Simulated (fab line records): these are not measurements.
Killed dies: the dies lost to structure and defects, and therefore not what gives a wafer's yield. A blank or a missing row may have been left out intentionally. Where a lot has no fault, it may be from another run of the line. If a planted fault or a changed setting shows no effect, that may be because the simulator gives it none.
Which tool was responsible? -- flow gf180mcu -- 7 lots, 21 wafers sampled, at 2 steps of a route of 602

WHAT THE GAUGES SHOWED, per wafer
GF_M3_OVL_MEAS_15.
lot,measured,on,M3_OVL (nm)
L530,day 21 18:41,overlay-01,8 3 9
L532,day 22 10:39,overlay-01,-5 -11 -9
L535,day 23 08:26,overlay-01,8 5 6
L537,day 24 00:17,overlay-02,-4 -5 -3
L540,day 25 05:30,overlay-01,3 4 -3
L542,day 25 22:36,overlay-01,4 8 4
L552,day 29 10:32,overlay-01,-2 4 -4

WHAT TOOL EACH LOT RAN ON (gives the tool, then ch and the chambers of the sampled wafers, and finally the start)
lot,GF_V2_CMP_04
L530,"cmp-01 ch 0,1,2, day 19 16:08"
L532,"cmp-02 ch 1,3, day 20 09:17"
L535,"cmp-02 ch 1,2,3, day 21 08:16"
L537,"cmp-02 ch 0,1,3, day 22 00:35"
L540,"cmp-01 ch 0,1, day 23 07:08"
L542,"cmp-01 ch 2,3, day 24 01:30"
L552,"cmp-01 ch 0,1,3, day 27 18:05"
- GF_V2_CMP_04: polishes SiO2.

THE ANSWER, worked out from the rows above alone
Rule: the lots themselves supply what counts as usual. Put in order of their means at a reading, lots are off if they are a third of the lots or fewer, leave a main group of 4 or more, and stand apart from it by a gap of 3 or more times the standard deviation of the main group's means; of several such gaps the widest counts. A main group is skipped when, at the precision printed for the reading in the tables above, its means are all equal. Also off: a lot with no number at a reading for which 4 or more lots have one. Any other lot the step has rows for is counted as sound.
Across all readings shown, no lot is off: no conclusion can be drawn from this.

WHAT HAD BEEN PUT IN BY THE SIMULATOR
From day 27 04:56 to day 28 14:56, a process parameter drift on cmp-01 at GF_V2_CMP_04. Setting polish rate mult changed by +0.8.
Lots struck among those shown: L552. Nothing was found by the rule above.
